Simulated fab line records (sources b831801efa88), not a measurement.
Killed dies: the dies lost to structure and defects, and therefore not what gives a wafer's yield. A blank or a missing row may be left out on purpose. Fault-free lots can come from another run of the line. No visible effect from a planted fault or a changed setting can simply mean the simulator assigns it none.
fab line records	flow gf180mcu
[record] lots = 24	wafers = 72	last_day = 34
route steps=602 shown CONTACT@289 M1@315
lots with no fault: from the same line, run without faults
start_h: start of the lot's first displayed wafer, in hours after the record's first day	wait_h: time in hours since the lot's previous step	" as in the row above	L1.1+2: a row that stands for several wafers	- value missing, or start not given	* or withheld: withheld	< > ~ a bound
route shown NAME@n: a module of which the file shows steps, and the number in the route of the first	usual: the fault-free wafers' mean and standard deviation	same: alike in all rows	chamber/n: place in a boat	sites: per-site readings	_std_site: standard deviation across them	_edge_site: inner sites' mean taken away from outer sites' mean	radius_mm: for every site, how far away it sits from the centre of the wafer	mask NAME#n: copy n	behind: the most recent tool/chamber to have shaped the wafer	hold: the reason the lot was held/the length of the hold in hours/how it ended	device: the n, p or np transistor that did not switch	end of line: the tests these same wafers got at the end of their route	where a step has no rows: the recipe by itself	killed: dies lost to structure and defects at the first sort, not the wafer's yield	map: a wafer's dies, x killed, . not, _ none there
set.NAME: the setting the step ran with; set.NAME@STEP: the setting that earlier step ran with	model.NAME: the simulator's own value behind a step, which no gauge read
the route's steps for a sample of lots (tables are steps, rows are wafers)
services: when a tool's chamber went out of use (start_h, in hours from the record's first day, below 0 if earlier), for how many hours, and the reason
[[steps]]
[step GF_CONTACT_CVD_02]
[recipe] material = SiO2	target_thk_nm = 860	precursor = TEOS	temp_c = 400	time_s = 95.992	rf_w = 600
[usual] heater_power_outer_w = 392/64	heater_power_w = 671/80
lot.wafer	tool	chamber	start_h	wait_h	heater_power_outer_w	heater_power_w
L074.1	pecvd-01	2	339.61	0.1	486	807
L074.5	"	1	"	"	398	620
L074.6	"	0	"	"	370	625
L075.2	pecvd-04	1	343.66	0.0	403	703
L075.4	"	2	"	"	356	532
L075.6	"	0	"	"	365	622
L076.1	pecvd-01	1	353.63	0.1	403	628
L076.4	"	1	"	"	454	722
L076.5	"	2	"	"	369	644
L077.3	pecvd-04	2	361.54	0.0	434	657
L077.4	"	1	"	"	424	712
L077.6	"	2	"	"	339	528
L078.2	pecvd-04	2	372.56	0.0	429	646
L078.3	"	1	"	"	437	737
L078.5	"	0	"	"	378	620
L079.3	pecvd-02	0	387.68	0.0	324	597
L079.4	"	0	"	"	349	646
L079.6	"	1	"	"	325	673
L080.4	pecvd-02	0	394.21	0.1	277	546
L080.5	"	1	"	"	274	605
L080.6	"	2	"	"	440	817
L081.2	pecvd-01	0	405.28	0.0	403	685
L081.4	"	0	"	"	304	564
L081.5	"	2	"	"	367	628
L082.4	pecvd-02	2	410.82	0.1	467	834
L082.5	"	1	"	"	391	738
L082.6	"	0	"	"	344	653
L083.4	pecvd-01	1	417.08	0.1	515	781
L083.5	"	0	"	"	401	674
L083.6	"	2	"	"	428	736
L084.1	pecvd-01	0	432.33	0.1	408	705
L084.3	"	1	"	"	522	783
L084.4	"	0	"	"	303	563
L085.1	pecvd-01	2	448.88	0.1	394	687
L085.3	"	0	"	"	324	589
L085.5	"	0	"	"	373	644
L086.4	pecvd-02	2	461.22	0.1	341	670
L086.5	"	1	"	"	376	732
L086.6	"	0	"	"	370	665
L087.3	pecvd-01	2	464.85	0.0	496	793
L087.4	"	0	"	"	312	563
L087.5	"	1	"	"	520	731
L088.2	pecvd-01	0	469.44	0.0	306	583
L088.3	"	2	"	"	479	827
L088.5	"	0	"	"	354	613
L089.1	pecvd-01	1	479.94	0.1	472	699
L089.2	"	0	"	"	352	624
L089.3	"	2	"	"	420	716
L090.1	pecvd-04	0	483.97	0.1	324	545
L090.4	"	0	"	"	361	576
L090.6	"	1	"	"	375	657
L091.3	pecvd-04	0	496.19	0.0	292	513
L091.4	"	1	"	"	338	589
L091.6	"	2	"	"	345	534
L092.1	pecvd-01	1	500.49	0.1	492	738
L092.4	"	1	"	"	513	788
L092.6	"	2	"	"	455	748
L093.3	pecvd-02	0	501.36	0.0	287	584
L093.4	"	1	"	"	272	600
L093.6	"	2	"	"	467	841
L094.1	pecvd-04	1	510.05	0.1	445	748
L094.2	"	0	"	"	296	513
L094.4	"	2	"	"	417	629
L095.2	pecvd-02	1	515.24	0.0	320	682
L095.5	"	1	"	"	357	722
L095.6	"	2	"	"	342	663
L096.3	pecvd-02	0	525.73	0.0	270	543
L096.4	"	1	"	"	392	757
L096.6	"	0	"	"	311	612
L097.3	pecvd-04	1	531.30	0.0	382	657
L097.4	"	0	"	"	366	616
L097.5	"	2	"	"	435	652
[step GF_CONTACT_THK_MEAS_03]
[recipe] reads = SiO2_of_CONTACT_CVD_02
[usual] CONTACT_CVD_02_THK = 857/10
lot.wafer	tool	chamber	start_h	wait_h	CONTACT_CVD_02_THK[nm]
L074.1	film_metro-01	-	339.68	0.0	852
L074.5	"	-	"	"	846
L074.6	"	-	"	"	857
L075.2	film_metro-01	-	343.74	0.0	846
L075.4	"	-	"	"	848
L075.6	"	-	"	"	850
L076.1	film_metro-03	-	353.70	0.0	843
L076.4	"	-	"	"	857
L076.5	"	-	"	"	872
L077.3	film_metro-04	-	361.63	0.1	852
L077.4	"	-	"	"	877
L077.6	"	-	"	"	867
L078.2	film_metro-04	-	372.64	0.0	846
L078.3	"	-	"	"	850
L078.5	"	-	"	"	853
L079.3	film_metro-01	-	387.77	0.1	856
L079.4	"	-	"	"	867
L079.6	"	-	"	"	863
L080.4	film_metro-04	-	394.28	0.0	869
L080.5	"	-	"	"	862
L080.6	"	-	"	"	865
L081.2	film_metro-04	-	405.36	0.0	857
L081.4	"	-	"	"	872
L081.5	"	-	"	"	877
L082.4	film_metro-04	-	410.89	0.0	853
L082.5	"	-	"	"	858
L082.6	"	-	"	"	854
L083.4	film_metro-01	-	417.14	0.0	858
L083.5	"	-	"	"	857
L083.6	"	-	"	"	870
L084.1	film_metro-01	-	432.40	0.0	853
L084.3	"	-	"	"	854
L084.4	"	-	"	"	867
L085.1	film_metro-01	-	448.95	0.0	855
L085.3	"	-	"	"	848
L085.5	"	-	"	"	865
L086.4	film_metro-03	-	461.29	0.0	858
L086.5	"	-	"	"	865
L086.6	"	-	"	"	862
L087.3	film_metro-03	-	464.94	0.1	867
L087.4	"	-	"	"	870
L087.5	"	-	"	"	864
L088.2	film_metro-01	-	469.52	0.0	854
L088.3	"	-	"	"	859
L088.5	"	-	"	"	872
L089.1	film_metro-04	-	480.01	0.0	858
L089.2	"	-	"	"	862
L089.3	"	-	"	"	862
L090.1	film_metro-03	-	484.04	0.0	843
L090.4	"	-	"	"	848
L090.6	"	-	"	"	851
L091.3	film_metro-01	-	496.28	0.1	840
L091.4	"	-	"	"	864
L091.6	"	-	"	"	859
L092.1	film_metro-04	-	500.56	0.0	851
L092.4	"	-	"	"	862
L092.6	"	-	"	"	875
L093.3	film_metro-04	-	501.45	0.1	838
L093.4	"	-	"	"	864
L093.6	"	-	"	"	867
L094.1	film_metro-03	-	510.12	0.0	846
L094.2	"	-	"	"	848
L094.4	"	-	"	"	857
L095.2	film_metro-01	-	515.32	0.0	860
L095.5	"	-	"	"	873
L095.6	"	-	"	"	862
L096.3	film_metro-03	-	525.82	0.1	847
L096.4	"	-	"	"	870
L096.6	"	-	"	"	864
L097.3	film_metro-03	-	531.39	0.1	853
L097.4	"	-	"	"	867
L097.5	"	-	"	"	875
[step GF_CONTACT_CD_MEAS_14]
[recipe] target_cd_nm = 220
[usual] cd_nm = 219.7/1.6
lot.wafer	tool	chamber	start_h	wait_h	cd_nm
L074.1	cd_sem-01	-	361.99	0.1	215.3
L074.5	"	-	"	"	217.3
L074.6	"	-	"	"	217.3
L075.2	cd_sem-01	-	365.66	0.1	220.2
L075.4	"	-	"	"	219.6
L075.6	"	-	"	"	219.7
L076.1	cd_sem-02	-	376.39	0.1	222.7
L076.4	"	-	"	"	222.7
L076.5	"	-	"	"	221.6
L077.3	cd_sem-01	-	383.43	0.1	220.6
L077.4	"	-	"	"	219.5
L077.6	"	-	"	"	220.6
L078.2	cd_sem-02	-	395.76	0.1	222.5
L078.3	"	-	"	"	221.9
L078.5	"	-	"	"	221.6
L079.3	cd_sem-01	-	411.43	0.1	218.5
L079.4	"	-	"	"	217.8
L079.6	"	-	"	"	216.5
L080.4	cd_sem-02	-	418.30	0.1	217.9
L080.5	"	-	"	"	217.8
L080.6	"	-	"	"	218.7
L081.2	cd_sem-02	-	430.28	0.2	220.9
L081.4	"	-	"	"	221.8
L081.5	"	-	"	"	222.2
L082.4	cd_sem-01	-	434.95	0.1	219.6
L082.5	"	-	"	"	222.2
L082.6	"	-	"	"	220.4
L083.4	cd_sem-02	-	442.10	0.1	218.8
L083.5	"	-	"	"	219.7
L083.6	"	-	"	"	219.4
L084.1	cd_sem-01	-	456.80	0.1	218.1
L084.3	"	-	"	"	220.4
L084.4	"	-	"	"	218.0
L085.1	cd_sem-02	-	473.24	0.1	218.7
L085.3	"	-	"	"	219.6
L085.5	"	-	"	"	219.0
L086.4	cd_sem-02	-	485.91	0.1	217.4
L086.5	"	-	"	"	217.2
L086.6	"	-	"	"	219.3
L087.3	cd_sem-01	-	489.68	0.1	222.2
L087.4	"	-	"	"	220.5
L087.5	"	-	"	"	220.9
L088.2	cd_sem-02	-	493.32	0.1	219.8
L088.3	"	-	"	"	218.1
L088.5	"	-	"	"	218.1
L089.1	cd_sem-01	-	503.74	0.1	220.0
L089.2	"	-	"	"	220.3
L089.3	"	-	"	"	220.2
L090.1	cd_sem-02	-	507.84	0.1	221.0
L090.4	"	-	"	"	221.5
L090.6	"	-	"	"	220.7
L091.3	cd_sem-02	-	519.63	0.1	218.5
L091.4	"	-	"	"	218.1
L091.6	"	-	"	"	218.1
L092.1	cd_sem-01	-	524.29	0.1	220.1
L092.4	"	-	"	"	219.7
L092.6	"	-	"	"	220.1
L093.3	cd_sem-01	-	524.73	0.1	218.5
L093.4	"	-	"	"	220.0
L093.6	"	-	"	"	219.3
L094.1	cd_sem-01	-	534.14	0.1	219.3
L094.2	"	-	"	"	221.1
L094.4	"	-	"	"	220.2
L095.2	cd_sem-01	-	538.42	0.1	220.1
L095.5	"	-	"	"	220.3
L095.6	"	-	"	"	219.2
L096.3	cd_sem-01	-	548.94	0.1	220.6
L096.4	"	-	"	"	219.4
L096.6	"	-	"	"	219.7
L097.3	cd_sem-02	-	554.53	0.1	220.1
L097.4	"	-	"	"	219.7
L097.5	"	-	"	"	218.1
[step GF_CONTACT_SPUTTER_23]
[recipe] material = TiN	target_thk_nm = 10	chamber_pressure_pa = 5	power_w = 4000	time_s = 40
[usual] cathode_dc_power_W = 4000.0/0.7	throttle_valve_pct = 30.0/1.2
lot.wafer	tool	chamber	start_h	wait_h	cathode_dc_power_W	throttle_valve_pct
L074.1	pvd_sputter-04	-	362.67	0.0	4001.6	29.4
L074.5	"	-	"	"	4001.7	30.2
L074.6	"	-	"	"	3999.9	29.5
L075.2	pvd_sputter-03	-	366.33	0.0	3999.8	29.9
L075.4	"	-	"	"	4000.7	30.8
L075.6	"	-	"	"	4000.5	30.1
L076.1	pvd_sputter-01	-	377.07	0.0	4000.9	32.4
L076.4	"	-	"	"	4001.2	28.8
L076.5	"	-	"	"	3999.9	32.5
L077.3	pvd_sputter-01	-	384.07	0.0	4000.2	29.9
L077.4	"	-	"	"	4000.4	32.4
L077.6	"	-	"	"	4000.5	28.7
L078.2	pvd_sputter-01	-	396.51	0.0	4000.1	29.2
L078.3	"	-	"	"	4000.2	29.9
L078.5	"	-	"	"	3999.6	29.2
L079.3	pvd_sputter-04	-	412.08	0.0	4000.5	30.4
L079.4	"	-	"	"	3998.9	31.6
L079.6	"	-	"	"	3998.9	29.5
L080.4	pvd_sputter-04	-	418.94	0.0	4000.7	31.8
L080.5	"	-	"	"	3999.5	29.5
L080.6	"	-	"	"	3999.8	30.3
L081.2	pvd_sputter-04	-	430.93	0.0	4000.5	31.7
L081.4	"	-	"	"	3999.8	31.7
L081.5	"	-	"	"	4000.3	30.1
L082.4	pvd_sputter-01	-	435.66	0.0	4000.3	28.9
L082.5	"	-	"	"	4000.6	28.8
L082.6	"	-	"	"	3999.6	29.9
L083.4	pvd_sputter-03	-	442.71	0.0	4000.4	30.0
L083.5	"	-	"	"	4001.1	27.7
L083.6	"	-	"	"	3999.5	30.3
L084.1	pvd_sputter-01	-	457.48	0.0	4000.0	28.9
L084.3	"	-	"	"	3999.2	32.4
L084.4	"	-	"	"	4000.3	30.0
L085.1	pvd_sputter-03	-	473.92	0.0	3999.8	30.4
L085.3	"	-	"	"	4000.2	30.1
L085.5	"	-	"	"	3999.6	30.7
L086.4	pvd_sputter-04	-	486.54	0.0	3999.7	30.3
L086.5	"	-	"	"	3999.7	29.4
L086.6	"	-	"	"	4000.1	29.1
L087.3	pvd_sputter-01	-	490.32	0.0	3999.3	29.1
L087.4	"	-	"	"	3998.8	29.0
L087.5	"	-	"	"	4000.2	30.0
L088.2	pvd_sputter-04	-	493.98	0.0	4000.2	29.4
L088.3	"	-	"	"	4000.1	30.1
L088.5	"	-	"	"	3999.7	29.5
L089.1	pvd_sputter-01	-	504.41	0.0	3999.7	30.2
L089.2	"	-	"	"	4000.8	32.4
L089.3	"	-	"	"	3999.8	29.3
L090.1	pvd_sputter-01	-	508.52	0.0	4000.2	30.0
L090.4	"	-	"	"	4000.7	32.3
L090.6	"	-	"	"	3999.4	29.3
L091.3	pvd_sputter-04	-	520.26	0.0	4000.7	29.3
L091.4	"	-	"	"	4000.7	29.5
L091.6	"	-	"	"	3999.8	29.7
L092.1	pvd_sputter-01	-	524.96	0.0	3998.9	29.2
L092.4	"	-	"	"	4001.0	32.4
L092.6	"	-	"	"	3999.9	28.7
L093.3	pvd_sputter-03	-	525.37	0.0	3999.2	30.5
L093.4	"	-	"	"	3998.9	30.7
L093.6	"	-	"	"	4000.7	30.4
L094.1	pvd_sputter-03	-	534.84	0.0	4001.6	30.0
L094.2	"	-	"	"	4000.4	30.4
L094.4	"	-	"	"	3998.1	30.8
L095.2	pvd_sputter-01	-	539.08	0.0	3999.7	28.8
L095.5	"	-	"	"	3999.9	29.1
L095.6	"	-	"	"	4000.1	32.1
L096.3	pvd_sputter-04	-	549.59	0.0	4000.0	30.2
L096.4	"	-	"	"	3998.2	29.5
L096.6	"	-	"	"	3999.6	29.4
L097.3	pvd_sputter-04	-	555.18	0.0	4000.7	30.3
L097.4	"	-	"	"	4001.1	29.6
L097.5	"	-	"	"	3999.7	30.4
[step GF_M1_SPUTTER_00]
[recipe] material = Ti	target_thk_nm = 37.5	arriving_ion_energy_ev = 80	substrate_temp_c = 200	chamber_pressure_pa = 2	power_w = 4000	time_s = 150
[usual] cathode_dc_power_W = 4000.0/0.79	throttle_valve_pct = 30.2/1.2
lot.wafer	tool	chamber	start_h	wait_h	cathode_dc_power_W	throttle_valve_pct
L074.1	pvd_sputter-02	-	363.29	0.1	3999.8	28.4
L074.5	"	-	"	"	3999.9	29.9
L074.6	"	-	"	"	4001.4	31.5
L075.2	pvd_sputter-04	-	366.95	0.1	4000.4	29.0
L075.4	"	-	"	"	3998.9	29.5
L075.6	"	-	"	"	4001.4	29.4
L076.1	pvd_sputter-02	-	377.68	0.1	4001.2	29.5
L076.4	"	-	"	"	3999.4	31.3
L076.5	"	-	"	"	3999.9	29.5
L077.3	pvd_sputter-02	-	384.69	0.1	3999.3	28.2
L077.4	"	-	"	"	3999.3	29.8
L077.6	"	-	"	"	3999.5	29.6
L078.2	pvd_sputter-04	-	397.13	0.1	3999.9	29.3
L078.3	"	-	"	"	4001.5	31.7
L078.5	"	-	"	"	3999.9	29.4
L079.3	pvd_sputter-02	-	412.69	0.1	3999.5	31.3
L079.4	"	-	"	"	3998.0	29.5
L079.6	"	-	"	"	3999.3	31.4
L080.4	pvd_sputter-01	-	419.54	0.1	4001.0	29.9
L080.5	"	-	"	"	3999.1	28.9
L080.6	"	-	"	"	3998.3	32.4
L081.2	pvd_sputter-02	-	431.55	0.2	4000.1	29.7
L081.4	"	-	"	"	4000.1	31.6
L081.5	"	-	"	"	3999.9	31.3
L082.4	pvd_sputter-04	-	436.28	0.1	4000.9	29.3
L082.5	"	-	"	"	4000.7	29.7
L082.6	"	-	"	"	4001.5	29.3
L083.4	pvd_sputter-02	-	443.33	0.1	3999.9	31.8
L083.5	"	-	"	"	4001.2	28.4
L083.6	"	-	"	"	3999.5	31.4
L084.1	pvd_sputter-02	-	458.10	0.1	3999.8	31.4
L084.3	"	-	"	"	3998.4	31.7
L084.4	"	-	"	"	4000.3	29.7
L085.1	pvd_sputter-04	-	474.54	0.2	3998.9	29.4
L085.3	"	-	"	"	3999.6	29.5
L085.5	"	-	"	"	3998.8	31.4
L086.4	pvd_sputter-02	-	487.16	0.1	4000.7	31.5
L086.5	"	-	"	"	4000.0	31.5
L086.6	"	-	"	"	4000.0	28.3
L087.3	pvd_sputter-04	-	490.94	0.2	3999.8	29.3
L087.4	"	-	"	"	3998.9	31.5
L087.5	"	-	"	"	3998.7	29.3
L088.2	pvd_sputter-01	-	494.60	0.1	3999.3	28.7
L088.3	"	-	"	"	4000.8	29.1
L088.5	"	-	"	"	3999.0	28.8
L089.1	pvd_sputter-02	-	505.03	0.1	3999.5	29.6
L089.2	"	-	"	"	3999.4	28.5
L089.3	"	-	"	"	3999.8	31.5
L090.1	pvd_sputter-04	-	509.13	0.1	3999.6	31.5
L090.4	"	-	"	"	4000.1	30.2
L090.6	"	-	"	"	4000.5	31.8
L091.3	pvd_sputter-02	-	520.88	0.1	3998.8	31.4
L091.4	"	-	"	"	4000.2	28.4
L091.6	"	-	"	"	4001.1	31.5
L092.1	pvd_sputter-01	-	525.58	0.2	3999.6	29.1
L092.4	"	-	"	"	3999.8	32.3
L092.6	"	-	"	"	3999.3	32.3
L093.3	pvd_sputter-04	-	525.98	0.1	4001.5	29.4
L093.4	"	-	"	"	3999.8	29.5
L093.6	"	-	"	"	3999.3	29.1
L094.1	pvd_sputter-04	-	535.45	0.2	4000.7	29.1
L094.2	"	-	"	"	4000.0	31.6
L094.4	"	-	"	"	3999.6	30.2
L095.2	pvd_sputter-04	-	539.70	0.2	3999.2	30.6
L095.5	"	-	"	"	3997.2	31.5
L095.6	"	-	"	"	3999.5	29.2
L096.3	pvd_sputter-02	-	550.21	0.2	4001.1	28.3
L096.4	"	-	"	"	4001.0	29.6
L096.6	"	-	"	"	4000.5	31.7
L097.3	pvd_sputter-01	-	555.88	0.1	3998.9	29.0
L097.4	"	-	"	"	4000.3	29.9
L097.5	"	-	"	"	4000.0	29.9
[step GF_M1_CD_MEAS_14]
[recipe] target_cd_nm = 230
[usual] cd_nm = 230.2/1.2
lot.wafer	tool	chamber	start_h	wait_h	cd_nm
L074.1	cd_sem-02	-	385.69	0.1	230.7
L074.5	"	-	"	"	231.9
L074.6	"	-	"	"	231.3
L075.2	cd_sem-01	-	389.61	0.1	228.7
L075.4	"	-	"	"	227.9
L075.6	"	-	"	"	228.3
L076.1	cd_sem-02	-	400.49	0.1	230.7
L076.4	"	-	"	"	229.7
L076.5	"	-	"	"	230.2
L077.3	cd_sem-02	-	407.94	0.1	232.0
L077.4	"	-	"	"	232.6
L077.6	"	-	"	"	232.3
L078.2	cd_sem-01	-	420.42	0.1	229.8
L078.3	"	-	"	"	228.3
L078.5	"	-	"	"	230.5
L079.3	cd_sem-01	-	436.48	0.1	231.7
L079.4	"	-	"	"	231.6
L079.6	"	-	"	"	230.5
L080.4	cd_sem-01	-	444.31	0.1	231.4
L080.5	"	-	"	"	230.5
L080.6	"	-	"	"	231.2
L081.2	cd_sem-02	-	455.92	0.1	230.4
L081.4	"	-	"	"	230.0
L081.5	"	-	"	"	230.9
L082.4	cd_sem-01	-	460.06	0.1	227.9
L082.5	"	-	"	"	228.9
L082.6	"	-	"	"	229.0
L083.4	cd_sem-02	-	467.90	0.1	229.0
L083.5	"	-	"	"	229.8
L083.6	"	-	"	"	229.7
L084.1	cd_sem-01	-	482.44	0.1	230.5
L084.3	"	-	"	"	231.4
L084.4	"	-	"	"	231.0
L085.1	cd_sem-01	-	498.84	0.1	231.0
L085.3	"	-	"	"	230.1
L085.5	"	-	"	"	231.3
L086.4	cd_sem-02	-	511.26	0.1	229.3
L086.5	"	-	"	"	229.2
L086.6	"	-	"	"	229.4
L087.3	cd_sem-01	-	514.44	0.1	228.0
L087.4	"	-	"	"	229.1
L087.5	"	-	"	"	228.1
L088.2	cd_sem-02	-	518.16	0.1	229.6
L088.3	"	-	"	"	229.2
L088.5	"	-	"	"	229.4
L089.1	cd_sem-01	-	527.94	0.1	229.5
L089.2	"	-	"	"	229.7
L089.3	"	-	"	"	230.2
L090.1	cd_sem-01	-	531.55	0.1	232.2
L090.4	"	-	"	"	231.6
L090.6	"	-	"	"	231.8
L091.3	cd_sem-02	-	543.69	0.1	228.1
L091.4	"	-	"	"	229.7
L091.6	"	-	"	"	228.8
L092.1	cd_sem-01	-	548.55	0.1	229.8
L092.4	"	-	"	"	230.4
L092.6	"	-	"	"	229.3
L093.3	cd_sem-01	-	549.66	0.2	228.9
L093.4	"	-	"	"	228.7
L093.6	"	-	"	"	228.2
L094.1	cd_sem-02	-	558.34	0.1	230.3
L094.2	"	-	"	"	230.0
L094.4	"	-	"	"	230.1
L095.2	cd_sem-02	-	562.86	0.1	231.2
L095.5	"	-	"	"	230.6
L095.6	"	-	"	"	231.4
L096.3	cd_sem-02	-	572.14	0.1	231.3
L096.4	"	-	"	"	230.1
L096.6	"	-	"	"	229.7
L097.3	cd_sem-02	-	577.83	0.1	230.6
L097.4	"	-	"	"	230.2
L097.5	"	-	"	"	230.1
[[services]]
tool	chamber	start_h	hours	kind
pvd_sputter-01	-	316.75	1.0	repair
pecvd-04	-	320.85	0.3	repair
pecvd-02	-	333.14	4.3	pm
pvd_sputter-02	-	342.22	2.4	repair
pvd_sputter-02	-	344.74	1.2	repair
pvd_sputter-02	-	361.34	0.6	repair
pecvd-01	-	368.88	14.0	pm
pecvd-02	2	407.92	2.2	repair
pvd_sputter-04	3	417.27	-	consumable_replace:kit
pvd_sputter-04	3	417.27	18.0	scheduled_down
pvd_sputter-04	3	417.27	18.0	vent_cycle
pecvd-04	-	447.25	6.0	pm
pvd_sputter-02	0	467.08	-	consumable_replace:kit
pvd_sputter-02	0	467.08	18.0	scheduled_down
pvd_sputter-01	2	469.72	-	consumable_replace:kit
pvd_sputter-01	2	469.72	18.0	scheduled_down
pvd_sputter-01	2	469.72	18.0	vent_cycle
pecvd-02	2	471.99	1.8	repair
pecvd-02	0	473.59	7.6	repair
pvd_sputter-03	-	490.36	0.8	repair
pecvd-01	2	524.93	4.4	repair
pecvd-02	-	534.50	0.6	repair
pecvd-02	-	541.11	2.7	repair
pecvd-04	0	552.16	186.0	repair
[[key]]
fault none
